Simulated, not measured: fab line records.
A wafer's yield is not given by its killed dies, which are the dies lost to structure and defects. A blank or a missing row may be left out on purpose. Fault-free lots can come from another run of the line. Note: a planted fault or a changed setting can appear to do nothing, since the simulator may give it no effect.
fab line records ; flow sky130
record lots=14; wafers=42; last-day=50
route steps=708 shown METAL3@565 VIA3@574 CAP2M@606 METAL4@627
lots that met no fault: taken from a fault-free run of the same line
start-h: the number of hours between the record's first day and the start of the first shown wafer of the lot ; wait-h: hours from the lot's prior step to this one ; " unchanged from the row above ; L1.1+2: a row that stands for several wafers ; - value missing, or start not given ; * or withheld: withheld ; < > ~ a bound
route shown NAME@n: names a module that has steps shown in the file, with the first one's number in the route ; usual: the fault-free wafers' mean and standard deviation ; same: alike in all rows ; chamber/n: place in a boat ; sites: readings site by site ; _std_site: standard deviation across them ; _edge_site: inner sites' mean taken away from outer sites' mean ; radius-mm: how far each site lies from the wafer's centre ; mask NAME#n: copy n ; behind: tool/chamber where the wafer was last shaped ; hold: reason for holding the lot/hours on hold/outcome of the hold ; device: whichever transistor did not switch (one of n, p or np) ; end of line: at the end of the route, the tests of the same wafers ; a step given without rows: its recipe and nothing more ; killed: at the first sort, the dies lost to defects and structure; wafer yield is something else ; map: the dies of a wafer, with x for killed, . for not killed, _ for no die there
set.NAME: the setting as run; set.NAME@STEP: as run at that earlier step ; model.NAME: the simulator's own value behind a step, which no gauge read
route steps across a sampled set of lots; one table per step, one row per wafer
services: when a tool's chamber went out of use (start-h, in hours from the record's first day, below 0 if earlier), for how many hours, and the reason
## steps
# step SKY_METAL3_DESCUM_15
# recipe chemistry=O2; source-power-w=150; bias-power-w=0; pressure-mtorr=10; temp-c=40; time-s=8
# usual drypump-motor-current-A=5.6/0.64; he-backside-leak-sccm=3.25/0.18; oes-product-au=0.998/0.012
lot.wafer;tool;chamber;start-h;wait-h;drypump-motor-current-A;he-backside-leak-sccm;oes-product-au;rf-hours-counter-h
L788.1;rie-metal-02;0;923.95;0.0;6.4;3.32;1.016;17
L788.2;rie-metal-02;1;923.95;0.0;5.0;3.16;0.984;1
L788.3;rie-metal-02;0;923.95;0.0;6.5;3.28;1.016;-
L789.1;rie-metal-03;1;928.25;0.0;5.6;3.60;1.005;5
L789.3;rie-metal-03;0;928.25;0.0;6.1;3.21;0.997;-
L789.4;rie-metal-03;1;928.25;0.0;5.6;3.55;1.001;-
L790.2;rie-metal-02;0;939.83;0.0;6.5;3.27;1.000;18
L790.3;rie-metal-02;1;939.83;0.0;5.0;3.08;0.973;-
L790.5;rie-metal-02;0;939.83;0.0;6.5;3.32;1.011;-
L791.2;rie-metal-03;0;943.73;0.0;6.1;3.07;0.996;10
L791.3;rie-metal-03;1;943.73;0.0;5.6;3.44;1.006;-
L791.6;rie-metal-03;1;943.73;0.0;5.6;3.26;1.000;-
L792.1;rie-metal-02;0;950.73;0.0;6.5;3.10;0.995;19
L792.2;rie-metal-02;1;950.73;0.0;4.9;3.10;0.982;2
L792.4;rie-metal-02;1;950.73;0.0;4.9;3.05;0.976;-
L793.3;rie-metal-03;1;961.45;0.0;5.6;3.67;1.000;-
L793.4;rie-metal-03;1;961.45;0.0;5.6;3.48;0.986;-
L793.6;rie-metal-03;1;961.45;0.0;5.6;3.62;0.996;-
L795.1;rie-metal-02;0;983.83;0.0;6.5;3.19;1.004;20
L795.4;rie-metal-02;1;983.83;0.0;5.0;3.04;0.989;-
L795.6;rie-metal-02;1;983.83;0.0;5.0;3.08;0.998;-
L797.3;rie-metal-01;0;991.96;0.0;5.3;3.33;0.997;-
L797.5;rie-metal-01;1;991.96;0.0;4.8;3.30;1.004;-
L797.6;rie-metal-01;0;991.96;0.0;5.3;3.26;1.012;-
L798.1;rie-metal-02;1;996.38;0.0;4.9;3.14;0.983;5
L798.3;rie-metal-02;1;996.38;0.0;5.0;3.15;0.972;-
L798.5;rie-metal-02;1;996.38;0.0;5.0;3.23;0.991;-
L804.1;rie-metal-02;1;1030.50;0.0;4.9;3.13;0.994;7
L804.2;rie-metal-02;0;1030.50;0.0;6.5;3.47;1.016;23
L804.6;rie-metal-02;1;1030.50;0.0;5.0;3.02;0.988;-
L805.1;rie-metal-02;0;1042.10;0.0;6.5;3.26;1.029;24
L805.3;rie-metal-02;0;1042.10;0.0;6.5;3.38;1.015;-
L805.6;rie-metal-02;0;1042.10;0.0;6.5;3.25;1.019;-
L807.1;rie-metal-02;0;1049.00;0.0;6.5;3.53;1.021;25
L807.3;rie-metal-02;0;1049.00;0.0;6.5;3.42;1.011;-
L807.4;rie-metal-02;1;1049.00;0.0;4.9;3.15;0.991;-
L809.1;rie-metal-03;0;1067.35;0.0;6.0;3.09;0.989;14
L809.3;rie-metal-03;0;1067.35;0.0;6.0;3.14;0.997;-
L809.6;rie-metal-03;0;1067.35;0.0;6.1;3.28;0.994;-
L808.4;rie-metal-01;0;1072.19;0.0;5.3;3.35;1.001;-
L808.5;rie-metal-01;1;1072.19;0.0;4.8;2.82;1.005;-
L808.6;rie-metal-01;0;1072.19;0.0;5.3;3.33;1.002;-
# step SKY_VIA3_THK_MEAS_01
# recipe reads=SiO2_of_VIA3_HDPCVD_00
# usual VIA3_HDPCVD_THK=1638/18
lot.wafer;tool;chamber;start-h;wait-h;VIA3_HDPCVD_THK[nm]
L788.1;film-metro-01;-;925.10;0.1;1627
L788.2;film-metro-01;-;925.10;0.1;1613
L788.3;film-metro-01;-;925.10;0.1;1659
L789.1;film-metro-03;-;929.35;0.1;1638
L789.3;film-metro-03;-;929.35;0.1;1641
L789.4;film-metro-03;-;929.35;0.1;1657
L790.2;film-metro-03;-;940.93;0.1;1629
L790.3;film-metro-03;-;940.93;0.1;1667
L790.5;film-metro-03;-;940.93;0.1;1658
L791.2;film-metro-01;-;944.86;0.1;1635
L791.3;film-metro-01;-;944.86;0.1;1628
L791.6;film-metro-01;-;944.86;0.1;1641
L792.1;film-metro-03;-;951.82;0.1;1634
L792.2;film-metro-03;-;951.82;0.1;1623
L792.4;film-metro-03;-;951.82;0.1;1624
L793.3;film-metro-03;-;962.67;0.1;1623
L793.4;film-metro-03;-;962.67;0.1;1600
L793.6;film-metro-03;-;962.67;0.1;1615
L795.1;film-metro-04;-;984.92;0.1;1631
L795.4;film-metro-04;-;984.92;0.1;1638
L795.6;film-metro-04;-;984.92;0.1;1608
L797.3;film-metro-04;-;993.15;0.1;1652
L797.5;film-metro-04;-;993.15;0.1;1612
L797.6;film-metro-04;-;993.15;0.1;1618
L798.1;film-metro-04;-;997.47;0.1;1646
L798.3;film-metro-04;-;997.47;0.1;1646
L798.5;film-metro-04;-;997.47;0.1;1642
L804.1;film-metro-04;-;1031.62;0.1;1629
L804.2;film-metro-04;-;1031.62;0.1;1611
L804.6;film-metro-04;-;1031.62;0.1;1615
L805.1;film-metro-01;-;1043.27;0.2;1608
L805.3;film-metro-01;-;1043.27;0.2;1614
L805.6;film-metro-01;-;1043.27;0.2;1622
L807.1;film-metro-01;-;1050.08;0.1;1657
L807.3;film-metro-01;-;1050.08;0.1;1652
L807.4;film-metro-01;-;1050.08;0.1;1637
L809.1;film-metro-01;-;1068.43;0.1;1626
L809.3;film-metro-01;-;1068.43;0.1;1613
L809.6;film-metro-01;-;1068.43;0.1;1612
L808.4;film-metro-04;-;1073.34;0.0;1635
L808.5;film-metro-04;-;1073.34;0.0;1617
L808.6;film-metro-04;-;1073.34;0.0;1673
# step SKY_CAP2M_RS_MEAS_03
# recipe thk-meas-gauge=four-point-probe; reads=TiN_of_CAP2M_SPUTTER_02
# usual CAP2M_TIN_RS=6.94/0.074
lot.wafer;tool;chamber;start-h;wait-h;CAP2M_TIN_RS[ohm/sq]
L788.1;film-metro-03;-;952.09;0.1;6.83
L788.2;film-metro-03;-;952.09;0.1;6.90
L788.3;film-metro-03;-;952.09;0.1;6.91
L789.1;film-metro-03;-;956.24;0.1;6.82
L789.3;film-metro-03;-;956.24;0.1;6.83
L789.4;film-metro-03;-;956.24;0.1;7.01
L790.2;film-metro-03;-;967.78;0.1;6.87
L790.3;film-metro-03;-;967.78;0.1;6.91
L790.5;film-metro-03;-;967.78;0.1;7.00
L791.2;film-metro-02;-;971.12;0.1;7.02
L791.3;film-metro-02;-;971.12;0.1;6.93
L791.6;film-metro-02;-;971.12;0.1;6.98
L792.1;film-metro-02;-;977.56;0.1;6.88
L792.2;film-metro-02;-;977.56;0.1;6.98
L792.4;film-metro-02;-;977.56;0.1;6.87
L793.3;film-metro-01;-;989.91;0.1;6.88
L793.4;film-metro-01;-;989.91;0.1;6.91
L793.6;film-metro-01;-;989.91;0.1;6.84
L795.1;film-metro-02;-;1011.11;0.1;6.95
L795.4;film-metro-02;-;1011.11;0.1;6.83
L795.6;film-metro-02;-;1011.11;0.1;6.88
L797.3;film-metro-01;-;1017.96;0.1;6.92
L797.5;film-metro-01;-;1017.96;0.1;6.93
L797.6;film-metro-01;-;1017.96;0.1;7.00
L798.1;film-metro-02;-;1022.39;0.1;6.99
L798.3;film-metro-02;-;1022.39;0.1;7.04
L798.5;film-metro-02;-;1022.39;0.1;7.01
L804.1;film-metro-01;-;1055.03;0.1;6.98
L804.2;film-metro-01;-;1055.03;0.1;6.97
L804.6;film-metro-01;-;1055.03;0.1;6.94
L805.1;film-metro-01;-;1070.04;0.1;6.86
L805.3;film-metro-01;-;1070.04;0.1;6.93
L805.6;film-metro-01;-;1070.04;0.1;6.90
L807.1;film-metro-03;-;1074.94;0.1;6.90
L807.3;film-metro-03;-;1074.94;0.1;7.00
L807.4;film-metro-03;-;1074.94;0.1;7.00
L809.1;film-metro-02;-;1092.06;0.1;6.98
L809.3;film-metro-02;-;1092.06;0.1;6.91
L809.6;film-metro-02;-;1092.06;0.1;7.01
L808.4;film-metro-03;-;1097.07;0.1;7.03
L808.5;film-metro-03;-;1097.07;0.1;6.97
L808.6;film-metro-03;-;1097.07;0.1;6.91
# step SKY_METAL4_PEB_11
# recipe peb-temp-c=withheld; peb-time-s=withheld; resist=KrF-thick
# usual chill-plate-temp-C=*; exhaust-pa=44.9/0.9
lot.wafer;tool;chamber;start-h;wait-h;chill-plate-temp-C;exhaust-pa
L788.1;litho-track-03;0;999;-;*;45.6
L788.2;litho-track-03;0;999;-;*;46.8
L788.3;litho-track-03;0;999;-;*;47.5
L789.1;litho-track-03;0;1003;-;*;45.1
L789.3;litho-track-03;0;1003;-;*;44.6
L789.4;litho-track-03;0;1004;-;*;43.8
L790.2;litho-track-02;0;1015;-;*;44.3
L790.3;litho-track-02;0;1015;-;*;45.0
L790.5;litho-track-02;0;1015;-;*;45.0
L791.2;litho-track-02;0;1018;-;*;44.4
L791.3;litho-track-02;0;1018;-;*;44.0
L791.6;litho-track-02;0;1018;-;*;44.5
L792.1;litho-track-03;0;1024;-;*;46.2
L792.2;litho-track-03;0;1024;-;*;45.9
L792.4;litho-track-03;0;1024;-;*;46.2
L793.3;litho-track-03;0;1035;-;*;45.1
L793.4;litho-track-03;0;1035;-;*;45.8
L793.6;litho-track-03;0;1035;-;*;46.2
L795.1;litho-track-03;0;1056;-;*;44.6
L795.4;litho-track-03;0;1056;-;*;45.4
L795.6;litho-track-03;0;1056;-;*;44.2
L797.3;litho-track-02;-;1062;-;-;-
L797.5;litho-track-02;-;1062;-;-;-
L797.6;litho-track-02;-;1062;-;-;-
L798.1;litho-track-04;-;1067;-;-;-
L798.3;litho-track-04;-;1067;-;-;-
L798.5;litho-track-04;-;1067;-;-;-
L804.1;litho-track-02;0;1098;-;*;45.0
L804.2;litho-track-02;0;1098;-;*;45.1
L804.6;litho-track-02;0;1098;-;*;44.9
L805.1;litho-track-02;0;1111;-;*;44.8
L805.3;litho-track-02;0;1111;-;*;44.8
L805.6;litho-track-02;0;1111;-;*;45.3
L807.1;litho-track-04;0;1116;-;*;44.8
L807.3;litho-track-04;0;1116;-;*;44.0
L807.4;litho-track-04;0;1116;-;*;45.3
L809.1;litho-track-02;0;1133;-;*;44.9
L809.3;litho-track-02;0;1133;-;*;45.4
L809.6;litho-track-02;0;1133;-;*;44.9
L808.4;litho-track-04;0;1136;-;*;43.8
L808.5;litho-track-04;0;1137;-;*;44.3
L808.6;litho-track-04;0;1137;-;*;44.1
## services
tool;chamber;start-h;hours;kind
rie-metal-03;0;961.10;45.0;repair
rie-metal-01;-;1025.86;1.4;pm
rie-metal-01;-;1040.47;2.8;pm
rie-metal-02;0;1079.55;13.5;repair
rie-metal-02;0;1127.96;-;clean
rie-metal-02;0;1127.96;-;consumable-replace:focus-ring
rie-metal-02;0;1127.96;15.6;scheduled-down
rie-metal-02;0;1127.96;15.6;vent-cycle
## key
first-sign step=SKY_METAL4_PEB_11; reading=tool-record; direction=missing
effect none on later readings
met-at SKY_METAL4_PEB_11
struck-lots L797,L798
later-rows-left-out L797.3,L797.5,L797.6,L798.1,L798.3,L798.5
sort-left-out L797.3,L797.5,L797.6,L798.1,L798.3,L798.5
not-acting-at SKY_METAL3_DESCUM_15,SKY_VIA3_THK_MEAS_01,SKY_CAP2M_RS_MEAS_03
onset-between 1018 1062
fault kind=skipped-step-whole; tool=litho-track-02,litho-track-04; chamber=-; onset-h=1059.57; steps=SKY_METAL4_PEB_11; scope=struck-lots-only
# sort-left-out: the simulated sort isn't trusted on such a fault, so these wafers' sort isn't shown, and their yield isn't known
# later-rows-left-out: the simulator's readings of these wafers behind a module that went badly wrong aren't trusted and aren't shown, but for the sort
